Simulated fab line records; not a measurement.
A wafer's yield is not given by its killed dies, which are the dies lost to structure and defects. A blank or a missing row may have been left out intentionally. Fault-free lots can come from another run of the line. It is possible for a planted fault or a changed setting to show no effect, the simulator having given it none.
The tool behind it: which one? || flow sky130 || 15 lots, 45 wafers sampled, at 6 steps of a route of 708

WHAT THE GAUGES READ, wafer by wafer
SKY_LDD_LDN_TW_MEAS_13.
{"lot": "L344", "measured": "day 24 14:38", "on": "film metro-01", "LDD_LDN_TW": "1449 1444 1443"}
{"lot": "L343", "measured": "day 24 15:03", "on": "film metro-03", "LDD_LDN_TW": "1496 1502 1499"}
{"lot": "L341", "measured": "day 24 15:33", "on": "film metro-02", "LDD_LDN_TW": "1469 1476 1481"}
{"lot": "L345", "measured": "day 24 15:56", "on": "film metro-03", "LDD_LDN_TW": "1486 1498 1497"}
{"lot": "L346", "measured": "day 24 21:33", "on": "film metro-03", "LDD_LDN_TW": "1496 1497 1493"}
{"lot": "L348", "measured": "day 25 13:28", "on": "film metro-02", "LDD_LDN_TW": "1470 1478 1466"}
{"lot": "L350", "measured": "day 26 14:10", "on": "film metro-01", "LDD_LDN_TW": "1440 1443 1446"}
{"lot": "L355", "measured": "day 28 15:17", "on": "film metro-01", "LDD_LDN_TW": "1439 1450 1440"}
{"lot": "L354", "measured": "day 28 21:35", "on": "film metro-02", "LDD_LDN_TW": "1474 1473 1482"}
{"lot": "L357", "measured": "day 29 04:38", "on": "film metro-01", "LDD_LDN_TW": "1445 1446 1438"}
{"lot": "L359", "measured": "day 29 13:38", "on": "film metro-02", "LDD_LDN_TW": "1473 1469 1479"}
{"lot": "L360", "measured": "day 29 23:14", "on": "film metro-01", "LDD_LDN_TW": "1448 1443 1441"}
{"lot": "L362", "measured": "day 30 19:51", "on": "film metro-03", "LDD_LDN_TW": "1482 1479 1483"}
{"lot": "L363", "measured": "day 30 21:59", "on": "film metro-03", "LDD_LDN_TW": "1472 1481 1473"}
{"lot": "L364", "measured": "day 31 04:38", "on": "film metro-01", "LDD_LDN_TW": "1445 1443 1453"}

SKY_SD_N_RS_MEAS_16: a four-point-probe measurement.
{"lot": "L344", "measured": "day 29 12:33", "on": "film metro-01", "SD_N_RS (ohm/sq)": "68.28 68.31 68.31"}
{"lot": "L343", "measured": "day 29 13:43", "on": "film metro-04", "SD_N_RS (ohm/sq)": "73.31 73.15 73.41"}
{"lot": "L341", "measured": "day 29 12:59", "on": "film metro-04", "SD_N_RS (ohm/sq)": "68.55 68.68 68.47"}
{"lot": "L345", "measured": "day 29 15:06", "on": "film metro-02", "SD_N_RS (ohm/sq)": "68.50 68.46 68.50"}
{"lot": "L346", "measured": "day 29 18:10", "on": "film metro-02", "SD_N_RS (ohm/sq)": "73.56 73.47 73.42"}
{"lot": "L348", "measured": "day 30 09:08", "on": "film metro-01", "SD_N_RS (ohm/sq)": "73.26 73.35 73.15"}
{"lot": "L350", "measured": "day 31 11:29", "on": "film metro-04", "SD_N_RS (ohm/sq)": "68.43 68.67 68.59"}
{"lot": "L355", "measured": "day 33 08:54", "on": "film metro-02", "SD_N_RS (ohm/sq)": "68.51 68.68 68.53"}
{"lot": "L354", "measured": "day 33 16:14", "on": "film metro-01", "SD_N_RS (ohm/sq)": "68.44 68.40 68.37"}
{"lot": "L357", "measured": "day 33 22:06", "on": "film metro-04", "SD_N_RS (ohm/sq)": "68.57 68.72 68.46"}
{"lot": "L359", "measured": "day 34 05:23", "on": "film metro-01", "SD_N_RS (ohm/sq)": "68.49 68.29 68.47"}
{"lot": "L360", "measured": "day 34 15:29", "on": "film metro-02", "SD_N_RS (ohm/sq)": "68.45 68.54 68.54"}
{"lot": "L362", "measured": "day 35 11:20", "on": "film metro-04", "SD_N_RS (ohm/sq)": "68.35 68.34 68.43"}
{"lot": "L363", "measured": "day 35 15:09", "on": "film metro-01", "SD_N_RS (ohm/sq)": "68.28 68.32 68.37"}
{"lot": "L364", "measured": "day 35 20:12", "on": "film metro-01", "SD_N_RS (ohm/sq)": "68.29 68.51 68.28"}

SKY_SD_N_RS_MEAS_17: a four-point-probe measurement.
{"lot": "L344", "measured": "day 29 12:40", "on": "film metro-01", "SD_P_RS (ohm/sq)": "147.7 147.6 148.0"}
{"lot": "L343", "measured": "day 29 13:50", "on": "film metro-04", "SD_P_RS (ohm/sq)": "177.4 176.9 177.7"}
{"lot": "L341", "measured": "day 29 13:06", "on": "film metro-04", "SD_P_RS (ohm/sq)": "148.1 148.2 147.8"}
{"lot": "L345", "measured": "day 29 15:13", "on": "film metro-02", "SD_P_RS (ohm/sq)": "148.1 147.9 147.9"}
{"lot": "L346", "measured": "day 29 18:17", "on": "film metro-02", "SD_P_RS (ohm/sq)": "178.5 178.4 178.5"}
{"lot": "L348", "measured": "day 30 09:16", "on": "film metro-01", "SD_P_RS (ohm/sq)": "177.0 177.6 176.9"}
{"lot": "L350", "measured": "day 31 11:37", "on": "film metro-04", "SD_P_RS (ohm/sq)": "147.8 148.1 148.6"}
{"lot": "L355", "measured": "day 33 09:01", "on": "film metro-02", "SD_P_RS (ohm/sq)": "148.5 148.0 148.1"}
{"lot": "L354", "measured": "day 33 16:21", "on": "film metro-01", "SD_P_RS (ohm/sq)": "147.6 147.5 147.9"}
{"lot": "L357", "measured": "day 33 22:13", "on": "film metro-04", "SD_P_RS (ohm/sq)": "147.9 148.4 147.9"}
{"lot": "L359", "measured": "day 34 05:31", "on": "film metro-01", "SD_P_RS (ohm/sq)": "147.7 147.5 148.1"}
{"lot": "L360", "measured": "day 34 15:36", "on": "film metro-02", "SD_P_RS (ohm/sq)": "147.8 147.9 148.6"}
{"lot": "L362", "measured": "day 35 11:27", "on": "film metro-04", "SD_P_RS (ohm/sq)": "147.3 147.5 147.3"}
{"lot": "L363", "measured": "day 35 15:16", "on": "film metro-01", "SD_P_RS (ohm/sq)": "147.2 147.5 147.8"}
{"lot": "L364", "measured": "day 35 20:19", "on": "film metro-01", "SD_P_RS (ohm/sq)": "147.9 147.5 147.7"}

TOOL THAT RAN EACH LOT (tool first, then ch and the chambers of the sampled wafers, then the start)
{"lot": "L344", "SKY_LDD_LDN_STRIP_12": "plasma asher-03 ch 1, day 24 14:32", "SKY_SD_N_STRIP_11": "plasma asher-01 ch 0,1, day 29 12:09", "SKY_SD_N_RTA_14": "rtp anneal-01 ch 0, day 29 12:22"}
{"lot": "L343", "SKY_LDD_LDN_STRIP_12": "plasma asher-01 ch 0,1, day 24 14:56", "SKY_SD_N_STRIP_11": "plasma asher-04 ch 0, day 29 13:19", "SKY_SD_N_RTA_14": "rtp anneal-01 ch 0, day 29 13:32"}
{"lot": "L341", "SKY_LDD_LDN_STRIP_12": "plasma asher-04 ch 0,1, day 24 15:28", "SKY_SD_N_STRIP_11": "plasma asher-04 ch 0,1, day 29 12:35", "SKY_SD_N_RTA_14": "rtp anneal-02 ch 0, day 29 12:47"}
{"lot": "L345", "SKY_LDD_LDN_STRIP_12": "plasma asher-03 ch 0,1, day 24 15:50", "SKY_SD_N_STRIP_11": "plasma asher-04 ch 1, day 29 14:43", "SKY_SD_N_RTA_14": "rtp anneal-02 ch 0, day 29 14:55"}
{"lot": "L346", "SKY_LDD_LDN_STRIP_12": "plasma asher-03 ch 0,1, day 24 21:26", "SKY_SD_N_STRIP_11": "plasma asher-03 ch 0,1, day 29 17:46", "SKY_SD_N_RTA_14": "rtp anneal-01 ch 0, day 29 17:58"}
{"lot": "L348", "SKY_LDD_LDN_STRIP_12": "plasma asher-01 ch 0,1, day 25 13:23", "SKY_SD_N_STRIP_11": "plasma asher-03 ch 0,1, day 30 08:45", "SKY_SD_N_RTA_14": "rtp anneal-01 ch 0, day 30 08:56"}
{"lot": "L350", "SKY_LDD_LDN_STRIP_12": "plasma asher-03 ch 0,1, day 26 14:05", "SKY_SD_N_STRIP_11": "plasma asher-03 ch 0,1, day 31 11:06", "SKY_SD_N_RTA_14": "rtp anneal-02 ch 0, day 31 11:17"}
{"lot": "L355", "SKY_LDD_LDN_STRIP_12": "plasma asher-04 ch 0,1, day 28 15:11", "SKY_SD_N_STRIP_11": "plasma asher-03 ch 0,1, day 33 08:28", "SKY_SD_N_RTA_14": "rtp anneal-01 ch 0, day 33 08:44"}
{"lot": "L354", "SKY_LDD_LDN_STRIP_12": "plasma asher-04 ch 0,1, day 28 21:29", "SKY_SD_N_STRIP_11": "plasma asher-01 ch 0,1, day 33 15:51", "SKY_SD_N_RTA_14": "rtp anneal-02 ch 0, day 33 16:04"}
{"lot": "L357", "SKY_LDD_LDN_STRIP_12": "plasma asher-01 ch 0,1, day 29 04:32", "SKY_SD_N_STRIP_11": "plasma asher-03 ch 0,1, day 33 21:43", "SKY_SD_N_RTA_14": "rtp anneal-01 ch 0, day 33 21:56"}
{"lot": "L359", "SKY_LDD_LDN_STRIP_12": "plasma asher-03 ch 0,1, day 29 13:32", "SKY_SD_N_STRIP_11": "plasma asher-01 ch 0,1, day 34 05:00", "SKY_SD_N_RTA_14": "rtp anneal-01 ch 0, day 34 05:13"}
{"lot": "L360", "SKY_LDD_LDN_STRIP_12": "plasma asher-01 ch 0,1, day 29 23:08", "SKY_SD_N_STRIP_11": "plasma asher-01 ch 0,1, day 34 15:06", "SKY_SD_N_RTA_14": "rtp anneal-01 ch 0, day 34 15:19"}
{"lot": "L362", "SKY_LDD_LDN_STRIP_12": "plasma asher-01 ch 0,1, day 30 19:46", "SKY_SD_N_STRIP_11": "plasma asher-04 ch 0,1, day 35 10:56", "SKY_SD_N_RTA_14": "rtp anneal-01 ch 0, day 35 11:08"}
{"lot": "L363", "SKY_LDD_LDN_STRIP_12": "plasma asher-01 ch 0,1, day 30 21:53", "SKY_SD_N_STRIP_11": "plasma asher-01 ch 0,1, day 35 14:46", "SKY_SD_N_RTA_14": "rtp anneal-02 ch 0, day 35 14:59"}
{"lot": "L364", "SKY_LDD_LDN_STRIP_12": "plasma asher-01 ch 0,1, day 31 04:32", "SKY_SD_N_STRIP_11": "plasma asher-04 ch 0,1, day 35 19:49", "SKY_SD_N_RTA_14": "rtp anneal-01 ch 0, day 35 20:01"}
- SKY_LDD_LDN_STRIP_12: strips in O2/N2.
- SKY_SD_N_STRIP_11: strips in O2/N2.
- SKY_SD_N_RTA_14: time 2 s.

AS READ BY THE TOOLS THEMSELVES (means over the sampled wafers that have a number; for cases with no such wafer, the mark the record gives instead)
SKY_LDD_LDN_STRIP_12.
{"lot": "L344", "tool": "plasma asher-03", "drypump motor current A (A)": 5.0, "n2 flow sccm (sccm)": 299.3, "oes product au (a.u.)": 0.719, "strip time to endpoint s (s)": 14.16}
{"lot": "L343", "tool": "plasma asher-01", "drypump motor current A (A)": 5.5, "n2 flow sccm (sccm)": 299.3, "oes product au (a.u.)": 0.718, "strip time to endpoint s (s)": 14.19}
{"lot": "L341", "tool": "plasma asher-04", "drypump motor current A (A)": 5.5, "n2 flow sccm (sccm)": 300.9, "oes product au (a.u.)": 0.717, "strip time to endpoint s (s)": 14.17}
{"lot": "L345", "tool": "plasma asher-03", "drypump motor current A (A)": 5.3, "n2 flow sccm (sccm)": 300.1, "oes product au (a.u.)": 0.720, "strip time to endpoint s (s)": 14.19}
{"lot": "L346", "tool": "plasma asher-03", "drypump motor current A (A)": 5.7, "n2 flow sccm (sccm)": 299.0, "oes product au (a.u.)": 0.714, "strip time to endpoint s (s)": 14.25}
{"lot": "L348", "tool": "plasma asher-01", "drypump motor current A (A)": 5.5, "n2 flow sccm (sccm)": 300.0, "oes product au (a.u.)": 0.717, "strip time to endpoint s (s)": 14.19}
{"lot": "L350", "tool": "plasma asher-03", "drypump motor current A (A)": 5.3, "n2 flow sccm (sccm)": 300.4, "oes product au (a.u.)": 0.718, "strip time to endpoint s (s)": 14.22}
{"lot": "L355", "tool": "plasma asher-04", "drypump motor current A (A)": 5.3, "n2 flow sccm (sccm)": 300.7, "oes product au (a.u.)": 0.719, "strip time to endpoint s (s)": 14.22}
{"lot": "L354", "tool": "plasma asher-04", "drypump motor current A (A)": 5.3, "n2 flow sccm (sccm)": 300.0, "oes product au (a.u.)": 0.718, "strip time to endpoint s (s)": 14.25}
{"lot": "L357", "tool": "plasma asher-01", "drypump motor current A (A)": 5.5, "n2 flow sccm (sccm)": 300.3, "oes product au (a.u.)": 0.713, "strip time to endpoint s (s)": 14.11}
{"lot": "L359", "tool": "plasma asher-03", "drypump motor current A (A)": 5.7, "n2 flow sccm (sccm)": 300.0, "oes product au (a.u.)": 0.715, "strip time to endpoint s (s)": 14.19}
{"lot": "L360", "tool": "plasma asher-01", "drypump motor current A (A)": 5.5, "n2 flow sccm (sccm)": 299.1, "oes product au (a.u.)": 0.718, "strip time to endpoint s (s)": 14.17}
{"lot": "L362", "tool": "plasma asher-01", "drypump motor current A (A)": 5.2, "n2 flow sccm (sccm)": 299.6, "oes product au (a.u.)": 0.712, "strip time to endpoint s (s)": 14.20}
{"lot": "L363", "tool": "plasma asher-01", "drypump motor current A (A)": 5.5, "n2 flow sccm (sccm)": 299.7, "oes product au (a.u.)": 0.716, "strip time to endpoint s (s)": 14.11}
{"lot": "L364", "tool": "plasma asher-01", "drypump motor current A (A)": 5.2, "n2 flow sccm (sccm)": 299.1, "oes product au (a.u.)": 0.718, "strip time to endpoint s (s)": 14.17}

SKY_SD_N_STRIP_11.
{"lot": "L344", "tool": "plasma asher-01", "drypump motor current A (A)": 5.5, "n2 flow sccm (sccm)": 299.6, "oes product au (a.u.)": 0.527, "strip time to endpoint s (s)": 22.57}
{"lot": "L343", "tool": "plasma asher-04", "drypump motor current A (A)": 5.7, "n2 flow sccm (sccm)": 299.5, "oes product au (a.u.)": 0.524, "strip time to endpoint s (s)": 22.58}
{"lot": "L341", "tool": "plasma asher-04", "drypump motor current A (A)": 5.4, "n2 flow sccm (sccm)": 299.5, "oes product au (a.u.)": 0.526, "strip time to endpoint s (s)": 22.59}
{"lot": "L345", "tool": "plasma asher-04", "drypump motor current A (A)": 5.1, "n2 flow sccm (sccm)": 300.2, "oes product au (a.u.)": 0.526, "strip time to endpoint s (s)": 22.50}
{"lot": "L346", "tool": "plasma asher-03", "drypump motor current A (A)": 5.7, "n2 flow sccm (sccm)": 300.4, "oes product au (a.u.)": 0.524, "strip time to endpoint s (s)": 22.57}
{"lot": "L348", "tool": "plasma asher-03", "drypump motor current A (A)": 5.6, "n2 flow sccm (sccm)": 300.1, "oes product au (a.u.)": 0.525, "strip time to endpoint s (s)": 22.55}
{"lot": "L350", "tool": "plasma asher-03", "drypump motor current A (A)": 5.3, "n2 flow sccm (sccm)": 299.2, "oes product au (a.u.)": 0.525, "strip time to endpoint s (s)": 22.58}
{"lot": "L355", "tool": "plasma asher-03", "drypump motor current A (A)": 5.3, "n2 flow sccm (sccm)": 300.8, "oes product au (a.u.)": 0.529, "strip time to endpoint s (s)": 22.54}
{"lot": "L354", "tool": "plasma asher-01", "drypump motor current A (A)": 5.2, "n2 flow sccm (sccm)": 300.1, "oes product au (a.u.)": 0.527, "strip time to endpoint s (s)": 22.51}
{"lot": "L357", "tool": "plasma asher-03", "drypump motor current A (A)": 5.7, "n2 flow sccm (sccm)": 300.2, "oes product au (a.u.)": 0.529, "strip time to endpoint s (s)": 22.50}
{"lot": "L359", "tool": "plasma asher-01", "drypump motor current A (A)": 5.2, "n2 flow sccm (sccm)": 299.2, "oes product au (a.u.)": 0.529, "strip time to endpoint s (s)": 22.57}
{"lot": "L360", "tool": "plasma asher-01", "drypump motor current A (A)": 5.5, "n2 flow sccm (sccm)": 300.6, "oes product au (a.u.)": 0.526, "strip time to endpoint s (s)": 22.44}
{"lot": "L362", "tool": "plasma asher-04", "drypump motor current A (A)": 5.5, "n2 flow sccm (sccm)": 299.4, "oes product au (a.u.)": 0.533, "strip time to endpoint s (s)": 22.54}
{"lot": "L363", "tool": "plasma asher-01", "drypump motor current A (A)": 5.2, "n2 flow sccm (sccm)": 300.5, "oes product au (a.u.)": 0.525, "strip time to endpoint s (s)": 22.54}
{"lot": "L364", "tool": "plasma asher-04", "drypump motor current A (A)": 5.5, "n2 flow sccm (sccm)": 299.5, "oes product au (a.u.)": 0.526, "strip time to endpoint s (s)": 22.58}

SKY_SD_N_RTA_14.
{"lot": "L344", "tool": "rtp anneal-01", "chamber o2 ppm": 1.989, "lamp power pct (%)": 15.77, "wafer_temp_C_max": 1079.0}
{"lot": "L343", "tool": "rtp anneal-01", "chamber o2 ppm": 1.965, "lamp power pct (%)": 14.88, "wafer_temp_C_max": 1044.6}
{"lot": "L341", "tool": "rtp anneal-02", "chamber o2 ppm": 1.992, "lamp power pct (%)": 15.70, "wafer_temp_C_max": 1079.5}
{"lot": "L345", "tool": "rtp anneal-02", "chamber o2 ppm": 2.008, "lamp power pct (%)": 15.70, "wafer_temp_C_max": 1078.8}
{"lot": "L346", "tool": "rtp anneal-01", "chamber o2 ppm": 1.994, "lamp power pct (%)": 14.84, "wafer_temp_C_max": 1044.3}
{"lot": "L348", "tool": "rtp anneal-01", "chamber o2 ppm": 1.977, "lamp power pct (%)": 14.87, "wafer_temp_C_max": 1044.7}
{"lot": "L350", "tool": "rtp anneal-02", "chamber o2 ppm": 1.987, "lamp power pct (%)": 15.73, "wafer_temp_C_max": 1078.1}
{"lot": "L355", "tool": "rtp anneal-01", "chamber o2 ppm": 1.975, "lamp power pct (%)": 15.81, "wafer_temp_C_max": 1078.2}
{"lot": "L354", "tool": "rtp anneal-02", "chamber o2 ppm": 1.989, "lamp power pct (%)": 15.80, "wafer_temp_C_max": 1078.7}
{"lot": "L357", "tool": "rtp anneal-01", "chamber o2 ppm": 2.019, "lamp power pct (%)": 15.73, "wafer_temp_C_max": 1078.5}
{"lot": "L359", "tool": "rtp anneal-01", "chamber o2 ppm": 2.006, "lamp power pct (%)": 15.73, "wafer_temp_C_max": 1078.3}
{"lot": "L360", "tool": "rtp anneal-01", "chamber o2 ppm": 1.989, "lamp power pct (%)": 15.74, "wafer_temp_C_max": 1077.5}
{"lot": "L362", "tool": "rtp anneal-01", "chamber o2 ppm": 1.986, "lamp power pct (%)": 15.72, "wafer_temp_C_max": 1078.8}
{"lot": "L363", "tool": "rtp anneal-02", "chamber o2 ppm": 1.999, "lamp power pct (%)": 15.74, "wafer_temp_C_max": 1078.6}
{"lot": "L364", "tool": "rtp anneal-01", "chamber o2 ppm": 2.009, "lamp power pct (%)": 15.72, "wafer_temp_C_max": 1077.8}

THE ANSWER, worked out from the rows above alone
Rule: usual is defined by the lots themselves. The widest of any qualifying gaps counts: lots, ordered by their means at a reading, are off when they make up no more than a third of the lots, leave a main group of 4 or more, and stand apart from it by 3 or more times the standard deviation of that group's means. The tables above print the reading to a certain number of digits; a main group whose means all agree to those digits is not used. Also off: a lot with no number at a reading for which 4 or more lots have one. Where the step has rows for the other lots, those lots are counted as sound. Order of review: gauges by route order, followed by the tools' own readings, for which a lot's mean as printed above is used. At the first step where some lot is off, the reading lying furthest off is the one used; lots without a number count as furthest.
Off: L343, L346, L348, at SKY_SD_N_RS_MEAS_16 (SD_N_RS). The main group: mean 68.45 ohm/sq, standard deviation 0.1.
A tool fits if, at a process step before that reading, it ran every lot that is off, and no sound lot after the first of them. Not tried: the gauges at SKY_SD_N_RS_MEAS_16; whatever is off there is also off at SKY_SD_N_RTA_14, on other tools, and gauge error can't account for it. Not one of the candidates tried fits.

WHAT WAS PUT IN BY THE SIMULATOR
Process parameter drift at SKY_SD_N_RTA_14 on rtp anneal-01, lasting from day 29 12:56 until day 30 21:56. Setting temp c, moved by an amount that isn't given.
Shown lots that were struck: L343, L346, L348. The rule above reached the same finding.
